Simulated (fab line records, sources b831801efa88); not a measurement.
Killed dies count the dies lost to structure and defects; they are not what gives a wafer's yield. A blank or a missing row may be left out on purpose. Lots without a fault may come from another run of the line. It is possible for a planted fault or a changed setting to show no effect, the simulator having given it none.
fab line records	flow sky130
record lots=12	wafers=36	last-day=50
route steps=708 shown LDD_HVP@288 LI_CONTACT@377 VIA1@471 PAD_OPEN@708
lots that met no fault: from a run of the same line without faults
start-h: start of the lot's first displayed wafer, in hours after the record's first day	wait-h: time in hours since the lot's previous step	" repeats the value in the row above	L1.1+2: a single row standing in for several wafers	- no value present, or no start provided	* or withheld: withheld	< > ~ a bound
route shown NAME@n: names a module that has steps shown in the file, with the first one's number in the route	usual: mean and standard deviation over wafers with no fault	same: alike in all rows	chamber/n: place in a boat	sites: each site's reading	_std_site: standard deviation of those values	_edge_site: outer sites' mean less inner sites'	radius-mm: how far each site lies from the wafer's centre	mask NAME#n: copy n	behind: tool/chamber where the wafer was last shaped	hold: why the lot went on hold/how many hours it stayed there/how the hold came to an end	device: names the non-switching transistor (n, p or np)	end of line: the tests these same wafers got at the end of their route	step lacking rows: just its recipe	killed: dies lost to structure and defects at the first sort, not the wafer's yield	map: shows each die of a wafer: x if killed, . if not, _ if none is there
set.NAME: setting as actually run; set.NAME@STEP: the setting as run at that earlier step	model.NAME: the simulator's own value behind a step, which no gauge read
steps of the route over a sample of lots; a table a step, a row a wafer
services: from which hour (start-h, from the record's first day; less than 0 if before it) a tool's chamber was out of use, for how many hours, and why
## steps
# step SKY_LDD_HVP_TW_MEAS_10
# usual LDD_HVP_TW=458/4
lot.wafer	tool	chamber	start-h	wait-h	LDD_HVP_TW
L394.1	film-metro-01	-	499.50	0.1	459
L394.4	"	-	"	"	458
L394.6	"	-	"	"	461
L396.1	film-metro-04	-	513.45	0.1	455
L396.4	"	-	"	"	455
L396.6	"	-	"	"	453
L399.4	film-metro-01	-	549.33	0.1	461
L399.5	"	-	"	"	462
L399.6	"	-	"	"	462
L401.1	film-metro-02	-	566.26	0.1	460
L401.2	"	-	"	"	460
L401.6	"	-	"	"	460
L402.1	film-metro-04	-	583.16	0.1	455
L402.2	"	-	"	"	455
L402.4	"	-	"	"	458
L407.1	film-metro-04	-	612.51	0.1	451
L407.2	"	-	"	"	453
L407.5	"	-	"	"	453
L408.2	film-metro-01	-	623.97	0.1	459
L408.3	"	-	"	"	460
L408.6	"	-	"	"	463
L410.2	film-metro-04	-	649.77	0.1	453
L410.4	"	-	"	"	452
L410.6	"	-	"	"	450
L412.2	film-metro-02	-	654.69	0.1	458
L412.4	"	-	"	"	459
L412.5	"	-	"	"	457
L414.1	film-metro-04	-	665.16	0.1	450
L414.4	"	-	"	"	452
L414.5	"	-	"	"	451
L415.1	film-metro-04	-	674.46	0.1	453
L415.2	"	-	"	"	453
L415.4	"	-	"	"	452
L416.1	film-metro-01	-	687.63	0.1	460
L416.2	"	-	"	"	460
L416.5	"	-	"	"	458
# step SKY_LI_CONTACT_ETCH_15
# recipe target=PSG	chemistry=C4F8/O2/Ar	stop-on=Si	taper-deg=4.15	mask-material=KrF-thick	source-w=1500	bias-w=1200	pressure-mtorr=40	c4f8-flow-sccm=withheld	O2_flow_sccm=6	Ar_flow_sccm=300	time-s=withheld	target-depth-a=6000
# usual bias-w=1200/3.8	chamber-pressure-mTorr=40.00/0.037	oes-product-au=0.837/0.0048
lot.wafer	tool	chamber	start-h	wait-h	bias-w	chamber-pressure-mTorr	oes-product-au
L394.1	rie-diel-02	3	684.40	0.0	1202	39.99	0.840
L394.4	"	1	"	"	1197	39.99	0.835
L394.6	"	2	"	"	1195	39.96	0.839
L396.1	rie-diel-02	2	695.11	0.0	1197	39.98	0.841
L396.4	"	1	"	"	1199	39.95	0.833
L396.6	"	1	"	"	1200	40.04	0.845
L399.4	rie-diel-04	3	727.31	0.0	1200	40.06	0.843
L399.5	"	2	"	"	1197	39.99	0.836
L399.6	"	1	"	"	1194	39.98	0.832
L401.1	rie-diel-02	2	746.90	0.0	-	-	-
L401.2	"	0	"	"	-	-	-
L401.6	"	1	"	"	-	-	-
L402.1	rie-diel-02	0	761.19	0.0	-	-	-
L402.2	"	3	"	"	-	-	-
L402.4	"	3	"	"	-	-	-
L407.1	rie-diel-04	1	785.71	0.0	1201	39.98	0.836
L407.2	"	0	"	"	1204	40.03	0.838
L407.5	"	3	"	"	1201	39.97	0.831
L408.2	rie-diel-02	3	797.24	0.0	1197	39.98	0.834
L408.3	"	2	"	"	1205	40.04	0.831
L408.6	"	2	"	"	1199	39.98	0.838
L410.2	rie-diel-02	2	819.56	0.0	1195	39.99	0.828
L410.4	"	0	"	"	1198	40.00	0.834
L410.6	"	2	"	"	1196	40.00	0.842
L412.2	rie-diel-04	1	825.51	0.0	1196	39.98	0.837
L412.4	"	0	"	"	1196	40.00	0.832
L412.5	"	2	"	"	1205	40.02	0.833
L414.1	rie-diel-02	1	836.71	0.0	1196	40.04	0.839
L414.4	"	1	"	"	1197	39.96	0.833
L414.5	"	2	"	"	1195	39.96	0.836
L415.1	rie-diel-01	3	843.21	0.0	1203	40.00	0.839
L415.2	"	2	"	"	1202	40.03	0.833
L415.4	"	1	"	"	1204	40.04	0.841
L416.1	rie-diel-04	1	854.80	0.0	1202	39.97	0.831
L416.2	"	3	"	"	1202	39.97	0.842
L416.5	"	3	"	"	1208	40.03	0.840
# step SKY_LI_CONTACT_STRIP_16
# recipe chemistry=O2/N2	power-w=1400	pressure-mtorr=1500	platen-temp-c=withheld	o2-flow-sccm=3000	n2-flow-sccm=300	overash-fraction=0.5
# usual drypump-motor-current-A=5.8/0.32	oes-product-au=0.376/0.0048	strip-time-to-endpoint-s=3.50/0.034
# same overash-fraction=0.5
lot.wafer	tool	chamber	start-h	wait-h	drypump-motor-current-A	oes-product-au	rf-hours-counter-h	strip-time-to-endpoint-s
L394.1	plasma-asher-02	0	684.48	-	5.7	0.371	53	3.48
L394.4	"	1	"	"	6.2	0.372	-	3.43
L394.6	"	0	"	"	5.7	0.368	-	3.48
L396.1	plasma-asher-03	0	695.20	-	5.9	0.371	100	3.48
L396.4	"	0	"	"	5.9	0.375	-	3.45
L396.6	"	0	"	"	5.9	0.373	-	3.46
L399.4	plasma-asher-03	1	727.43	-	6.1	0.374	-	3.46
L399.5	"	1	"	"	6.1	0.371	-	3.54
L399.6	"	0	"	"	5.9	0.372	-	3.53
L401.1	plasma-asher-04	1	746.98	-	5.7	0.449	93	5.20
L401.2	"	0	"	"	5.3	0.441	93	5.20
L401.6	"	1	"	"	5.7	0.444	-	5.19
L402.1	plasma-asher-03	0	761.28	-	5.9	0.445	2	5.20
L402.2	"	1	"	"	6.1	0.448	2	5.21
L402.4	"	0	"	"	5.9	0.452	-	5.21
L407.1	plasma-asher-02	1	785.80	-	6.3	0.382	63	3.58
L407.2	"	0	"	"	5.7	0.375	63	3.53
L407.5	"	0	"	"	5.7	0.376	-	3.56
L408.2	plasma-asher-02	1	797.33	-	6.3	0.380	64	3.48
L408.3	"	0	"	"	5.7	0.374	-	3.48
L408.6	"	1	"	"	6.2	0.374	-	3.46
L410.2	plasma-asher-03	0	819.65	-	5.9	0.360	7	3.50
L410.4	"	0	"	"	5.9	0.379	-	3.45
L410.6	"	1	"	"	6.1	0.382	-	3.48
L412.2	plasma-asher-04	0	825.60	-	5.3	0.380	100	3.52
L412.4	"	0	"	"	5.3	0.377	-	3.52
L412.5	"	0	"	"	5.3	0.374	-	3.53
L414.1	plasma-asher-04	1	836.80	-	5.7	0.374	101	3.48
L414.4	"	0	"	"	5.3	0.374	-	3.52
L414.5	"	1	"	"	5.7	0.371	-	3.52
L415.1	plasma-asher-02	0	843.30	-	5.7	0.380	69	3.53
L415.2	"	1	"	"	6.3	0.385	69	3.52
L415.4	"	1	"	"	6.2	0.381	-	3.53
L416.1	plasma-asher-04	0	854.88	-	5.3	0.374	103	3.51
L416.2	"	1	"	"	5.7	0.371	103	3.47
L416.5	"	0	"	"	5.3	0.378	-	3.47
# step SKY_LI_CONTACT_SPUTTER_19
# recipe material=Ti	target-thk-nm=20	chamber-pressure-pa=5	power-w=2500	substrate-temp-c=200	time-s=106.37
# usual throttle-valve-pct=29.9/1.2
lot.wafer	tool	chamber	start-h	wait-h	throttle-valve-pct
L394.1	pvd-sputter-03	-	684.78	0.0	29.5
L394.4	"	-	"	"	30.8
L394.6	"	-	"	"	29.8
L396.1	pvd-sputter-02	-	695.51	0.0	27.6
L396.4	"	-	"	"	29.8
L396.6	"	-	"	"	30.0
L399.4	pvd-sputter-02	-	727.87	0.0	32.1
L399.5	"	-	"	"	29.7
L399.6	"	-	"	"	30.4
L401.1	pvd-sputter-03	-	747.28	0.0	29.5
L401.2	"	-	"	"	31.0
L401.6	"	-	"	"	31.0
L402.1	pvd-sputter-03	-	761.57	0.0	29.2
L402.2	"	-	"	"	29.5
L402.4	"	-	"	"	30.7
L407.1	pvd-sputter-02	-	786.09	0.0	31.9
L407.2	"	-	"	"	30.6
L407.5	"	-	"	"	29.8
L408.2	pvd-sputter-03	-	797.64	0.0	29.7
L408.3	"	-	"	"	29.8
L408.6	"	-	"	"	31.1
L410.2	pvd-sputter-02	-	819.94	0.0	30.1
L410.4	"	-	"	"	32.2
L410.6	"	-	"	"	30.0
L412.2	pvd-sputter-02	-	825.89	0.0	32.0
L412.4	"	-	"	"	30.5
L412.5	"	-	"	"	30.6
L414.1	pvd-sputter-03	-	837.09	0.0	31.1
L414.4	"	-	"	"	29.1
L414.5	"	-	"	"	30.8
L415.1	pvd-sputter-03	-	843.59	0.0	31.1
L415.2	"	-	"	"	29.2
L415.4	"	-	"	"	29.7
L416.1	pvd-sputter-03	-	855.18	0.0	29.6
L416.2	"	-	"	"	31.0
L416.5	"	-	"	"	30.8
# step SKY_VIA1_OVL_MEAS_13
# usual VIA1_OVL=-2/4.9
lot.wafer	tool	chamber	start-h	wait-h	VIA1_OVL[nm]
L394.1	overlay-01	-	800.02	0.1	-13
L394.4	"	-	"	"	-8
L394.6	"	-	"	"	-5
L396.1	overlay-02	-	810.74	0.1	-4
L396.4	"	-	"	"	-2
L396.6	"	-	"	"	-7
L399.4	overlay-01	-	842.28	0.1	1
L399.5	"	-	"	"	4
L399.6	"	-	"	"	3
L407.1	overlay-01	-	897.37	0.1	-6
L407.2	"	-	"	"	-5
L407.5	"	-	"	"	-8
L408.2	overlay-01	-	908.32	0.1	-4
L408.3	"	-	"	"	0
L408.6	"	-	"	"	-1
L410.2	overlay-01	-	929.04	0.1	-1
L410.4	"	-	"	"	0
L410.6	"	-	"	"	-3
L412.2	overlay-02	-	933.13	0.1	-1
L412.4	"	-	"	"	4
L412.5	"	-	"	"	2
L414.1	overlay-02	-	945.09	0.1	6
L414.4	"	-	"	"	5
L414.5	"	-	"	"	2
L415.1	overlay-02	-	950.99	0.1	5
L415.2	"	-	"	"	6
L415.4	"	-	"	"	5
L416.1	overlay-02	-	960.34	0.1	-1
L416.2	"	-	"	"	-8
L416.5	"	-	"	"	-4
# step SKY_PAD_OPEN_PROBE_99
# usual killed_at_M0_to_M3=42/6.3	killed_at_M4_up=2.8/1.9	killed-at-contacts=23/5.3	killed-at-front-end=16/4.3	killed-at-other=0.2/0.51	killed-dies=84/9.3	killed-on-rim=16/4.2	killed-open=46/7.6	killed-short=38/6.3
# same gross-dies=492	killed-at-back-side=0
lot.wafer	tool	chamber	start-h	wait-h	killed_at_M0_to_M3	killed_at_M4_up	killed-at-contacts	killed-at-front-end	killed-at-other	killed-dies	killed-on-rim	killed-open	killed-short
L394.1	prober-02	-	1085.00	0.1	44	1	22	16	0	83	16	39	44
L394.4	prober-02	-	1085.15	0.2	36	0	23	20	0	79	14	45	34
L394.6	prober-02	-	1085.25	0.2	43	1	22	14	0	80	17	46	34
L401.1	prober-01	-	1135.36	0.1	39	1	441	10	1	492	96	52	24
L401.2	prober-01	-	1135.41	0.1	40	1	438	12	1	492	96	43	32
L401.6	prober-01	-	1135.61	0.2	33	0	452	7	0	492	96	52	23
L402.1	prober-01	-	1139.72	0.1	35	2	440	15	0	492	96	41	32
L402.2	prober-01	-	1139.77	0.1	37	1	439	15	0	492	96	50	31
L402.4	prober-01	-	1139.87	0.2	29	3	440	20	0	492	96	43	38
L407.1	prober-02	-	1158.78	0.1	42	4	30	19	0	95	19	52	43
L407.2	prober-02	-	1158.83	0.1	47	1	16	9	1	74	10	36	38
L407.5	prober-02	-	1158.98	0.2	42	1	23	15	0	81	11	46	35
L408.2	prober-01	-	1167.57	0.1	53	2	28	22	0	105	19	62	43
L408.3	prober-01	-	1167.62	0.2	36	5	23	19	0	83	12	46	37
L408.6	prober-01	-	1167.77	0.2	42	5	22	21	0	90	17	53	37
L410.2	prober-02	-	1178.00	0.1	35	2	25	16	0	78	21	32	46
L410.4	prober-02	-	1178.10	0.2	47	1	27	20	0	95	14	47	48
L410.6	prober-02	-	1178.20	0.2	51	3	42	20	0	116	24	69	47
# killed by level:class
L394.1 CONTACT:geometric-particle:open=11 METAL2:geometric-particle:short=11 VIA1:geometric-particle:open=9 VIA1:geometric-particle:short=7 CONTACT:geometric-particle:short=5 POLY_GATE:geometric-particle:open=4 METAL3:geometric-particle:short=4 VIA3:geometric-particle:open=4
L394.4 CONTACT:geometric-particle:open=8 FIELD_ISO:geometric-particle:open=7 LI_CONTACT:geometric-particle:open=7 VIA2:geometric-particle:open=7 POLY_GATE:geometric-particle:short=6 VIA3:geometric-particle:open=6 FIELD_ISO:geometric-particle:short=5 VIA1:geometric-particle:open=5
L394.6 VIA1:geometric-particle:open=11 VIA3:geometric-particle:open=9 CONTACT:geometric-particle:open=8 LOCAL_INTERCONNECT:geometric-particle:short=7 VIA2:geometric-particle:open=7 POLY_GATE:geometric-particle:short=5 METAL1:geometric-particle:short=5 VIA3:geometric-particle:short=5
L401.1 LI_CONTACT:area-etch=416 VIA1:geometric-particle:open=17 CONTACT:geometric-particle:open=10 LI_CONTACT:geometric-particle:open=8 VIA2:geometric-particle:open=5 METAL1:geometric-particle:short=4 FIELD_ISO:geometric-particle:open=3 POLY_GATE:geometric-particle:short=3
L401.2 LI_CONTACT:area-etch=417 VIA1:geometric-particle:open=14 CONTACT:geometric-particle:open=8 LI_CONTACT:geometric-particle:open=6 VIA3:geometric-particle:open=5 METAL2:geometric-particle:short=4 VIA2:geometric-particle:short=4 LI_CONTACT:geometric-particle:short=3
L401.6 LI_CONTACT:area-etch=417 CONTACT:geometric-particle:open=17 VIA1:geometric-particle:open=10 LI_CONTACT:geometric-particle:open=9 VIA2:geometric-particle:open=6 VIA3:geometric-particle:open=6 CONTACT:geometric-particle:short=5 FIELD_ISO:geometric-particle:short=4
L402.1 LI_CONTACT:area-etch=419 METAL2:geometric-particle:short=10 CONTACT:geometric-particle:open=8 VIA3:geometric-particle:open=6 VIA2:geometric-particle:open=6 FIELD_ISO:geometric-particle:open=5 LI_CONTACT:geometric-particle:open=5 POLY_GATE:geometric-particle:open=5
L402.2 LI_CONTACT:area-etch=411 VIA1:geometric-particle:open=13 CONTACT:geometric-particle:open=9 CONTACT:geometric-particle:short=7 LI_CONTACT:geometric-particle:open=5 LOCAL_INTERCONNECT:geometric-particle:short=5 METAL2:geometric-particle:short=5 FIELD_ISO:geometric-particle:open=4
L402.4 LI_CONTACT:area-etch=411 CONTACT:geometric-particle:open=13 LI_CONTACT:geometric-particle:open=6 FIELD_ISO:geometric-particle:open=5 METAL1:geometric-particle:short=5 METAL2:geometric-particle:short=5 CONTACT:geometric-particle:short=4 VIA2:geometric-particle:open=4
L407.1 CONTACT:geometric-particle:open=10 FIELD_ISO:geometric-particle:short=9 VIA1:geometric-particle:open=9 LOCAL_INTERCONNECT:geometric-particle:short=7 LI_CONTACT:geometric-particle:open=7 VIA3:geometric-particle:open=7 VIA2:geometric-particle:open=6 METAL2:geometric-particle:short=4
L407.2 VIA1:geometric-particle:open=15 LI_CONTACT:geometric-particle:open=6 METAL1:geometric-particle:short=5 VIA2:geometric-particle:open=5 METAL3:geometric-particle:short=5 METAL2:geometric-particle:short=4 LI_CONTACT:geometric-particle:short=4 VIA2:geometric-particle:short=4
L407.5 CONTACT:geometric-particle:open=10 VIA1:geometric-particle:short=9 VIA1:geometric-particle:open=8 FIELD_ISO:geometric-particle:open=5 LI_CONTACT:geometric-particle:open=5 POLY_GATE:geometric-particle:open=5 LOCAL_INTERCONNECT:geometric-particle:short=5 VIA2:geometric-particle:open=5
L408.2 CONTACT:geometric-particle:open=13 VIA1:geometric-particle:open=11 VIA3:geometric-particle:open=9 VIA2:geometric-particle:open=8 FIELD_ISO:geometric-particle:open=7 METAL2:geometric-particle:short=6 FIELD_ISO:geometric-particle:short=5 CONTACT:geometric-particle:short=5
L408.3 VIA1:geometric-particle:open=13 METAL1:geometric-particle:short=8 FIELD_ISO:geometric-particle:short=7 LI_CONTACT:geometric-particle:open=7 CONTACT:geometric-particle:open=7 VIA2:geometric-particle:open=7 CONTACT:geometric-particle:short=5 POLY_GATE:geometric-particle:short=4
L408.6 VIA1:geometric-particle:open=10 VIA3:geometric-particle:open=8 CONTACT:geometric-particle:open=7 CONTACT:geometric-particle:short=7 FIELD_ISO:geometric-particle:open=6 LI_CONTACT:geometric-particle:open=6 FIELD_ISO:geometric-particle:short=5 METAL4:geometric-particle:short=5
L410.2 CONTACT:geometric-particle:short=9 METAL2:geometric-particle:short=8 FIELD_ISO:geometric-particle:short=7 METAL1:geometric-particle:short=7 CONTACT:geometric-particle:open=6 VIA1:geometric-particle:open=5 VIA3:geometric-particle:open=4 LI_CONTACT:geometric-particle:open=4
L410.4 VIA2:geometric-particle:open=11 CONTACT:geometric-particle:open=9 METAL2:geometric-particle:short=8 LI_CONTACT:geometric-particle:open=7 FIELD_ISO:geometric-particle:short=6 METAL1:geometric-particle:short=6 VIA1:geometric-particle:open=6 POLY_GATE:geometric-particle:short=5
L410.6 CONTACT:geometric-particle:open=16 METAL1:geometric-particle:short=10 VIA1:geometric-particle:open=9 VIA2:geometric-particle:open=8 LI_CONTACT:geometric-particle:short=7 LOCAL_INTERCONNECT:geometric-particle:short=7 LI_CONTACT:geometric-particle:open=6 VIA3:geometric-particle:open=6
## services
tool	chamber	start-h	hours	kind
plasma-asher-04	-	666.31	0.5	repair
rie-diel-02	0	671.17	-	clean
rie-diel-02	0	671.17	22.3	scheduled-down
rie-diel-02	0	671.17	22.3	vent-cycle
rie-diel-01	0	672.63	13.6	repair
rie-diel-04	1	676.55	17.4	repair
pvd-sputter-02	-	678.11	7.0	repair
pvd-sputter-03	-	692.52	4.3	repair
rie-diel-02	1	696.65	7.3	repair
rie-diel-04	0	701.90	3.7	repair
rie-diel-01	-	712.34	0.4	repair
rie-diel-02	3	713.90	2.2	repair
rie-diel-02	3	730.84	21.7	repair
plasma-asher-03	-	733.75	9.0	pm
rie-diel-04	1	734.56	3.8	repair
rie-diel-02	1	753.66	39.3	repair
rie-diel-04	-	763.49	2.8	pm
pvd-sputter-03	-	764.84	11.0	repair
rie-diel-04	2	771.16	26.9	repair
rie-diel-01	-	774.49	0.1	repair
rie-diel-04	3	795.76	5.6	repair
rie-diel-01	0	804.24	1.6	repair
plasma-asher-04	-	834.18	2.5	repair
plasma-asher-02	-	844.20	8.1	repair
## key
first-sign step=SKY_LI_CONTACT_ETCH_15	reading=tool-record	direction=missing
effect step=SKY_LI_CONTACT_STRIP_16	reading=strip-time-to-endpoint-s	direction=up	sigmas=51	usual=*	struck=*
effect step=SKY_PAD_OPEN_PROBE_99	reading=killed-at-contacts	direction=up	sigmas=80	usual=23	struck=442
more-kills-born-at SKY_LI_CONTACT_ETCH_15@rie-diel-02=2491
met-at SKY_LI_CONTACT_ETCH_15
struck-lots L401,L402
later-rows-left-out L401.1,L401.2,L401.6,L402.1,L402.2,L402.4
tester-left-out L401,L402
not-acting-at SKY_LDD_HVP_TW_MEAS_10,SKY_LI_CONTACT_SPUTTER_19,SKY_VIA1_OVL_MEAS_13
onset-between 695.11 746.90
fault kind=skipped-step-whole	tool=rie-diel-02	chamber=-	onset-h=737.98	steps=SKY_LI_CONTACT_ETCH_15	scope=struck-lots-only
# tester-left-out: of these lots the tester's yield and bins aren't shown, on N5 and GAA mostly nor the transistor test; their killed dies are dies lost to structure and defects alone, not to doping, threshold or leakage, so they don't give the yield
# later-rows-left-out: the simulator's readings of these wafers behind a module that went badly wrong aren't trusted and aren't shown, but for the sort
